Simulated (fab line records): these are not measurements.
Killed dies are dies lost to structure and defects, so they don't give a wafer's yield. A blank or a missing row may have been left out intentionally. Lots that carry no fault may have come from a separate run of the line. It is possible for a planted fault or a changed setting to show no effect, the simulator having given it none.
Matching of chambers :: flow sky130 :: SKY_FIELD_ISO_ETCH_15 on rie diel-03 has 4 sister chambers
The step etches the open film in CHF3/O2, stops on Si, target depth 180 nm, time 72 s. 4 wafers are shown with their chamber, then 10 later ones without.

== WAFERS WITH THEIR CHAMBER ==
wafer: L078.3
chamber: 3
drypump motor current A (A): 5.3

wafer: L082.4
chamber: 1
drypump motor current A (A): 5.0

wafer: L088.1
chamber: 2
drypump motor current A (A): 5.8

wafer: L088.3
chamber: 0
drypump motor current A (A): 5.1

== WAFERS WHOSE CHAMBER IS MISSING ==
wafer: L088.6
drypump motor current A (A): 5.0

wafer: L090.1
drypump motor current A (A): 5.0

wafer: L090.4
drypump motor current A (A): 5.2

wafer: L090.6
drypump motor current A (A): 5.8

wafer: L091.4
drypump motor current A (A): 5.0

wafer: L091.5
drypump motor current A (A): 5.3

wafer: L091.6
drypump motor current A (A): 5.7

wafer: L094.2
drypump motor current A (A): 5.1

wafer: L094.3
drypump motor current A (A): 5.0

wafer: L094.4
drypump motor current A (A): 5.3

== CHAMBER TAKEN BY EACH ==
wafer: L088.6
from the rows above: 1
in truth: 1

wafer: L090.1
from the rows above: 1
in truth: 1

wafer: L090.4
from the rows above: can't be placed: 3 or 0
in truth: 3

wafer: L090.6
from the rows above: 2
in truth: 2

wafer: L091.4
from the rows above: 1
in truth: 1

wafer: L091.5
from the rows above: 3
in truth: 3

wafer: L091.6
from the rows above: 2
in truth: 2

wafer: L094.2
from the rows above: 0
in truth: 0

wafer: L094.3
from the rows above: 1
in truth: 1

wafer: L094.4
from the rows above: 3
in truth: 3
Correctly placed: 9 of 10. From these rows, 1 cannot be placed; in 1 the true chamber is one of the candidates. Placed wrongly: 0.
How it was worked out, from the rows above alone: a wafer's distance from a chamber is the root of the sum, over the readings, of the square of ((its reading less the chamber's mean) divided by the reading's scatter). The wafer belongs to the nearest chamber; if the next one is less than 2 further off, it can't be placed. The mean given for a chamber averages the wafers shown for that chamber. The scatter: root of mean squared gap, hidden wafer to nearest shown wafer, with one shown wafer a chamber.
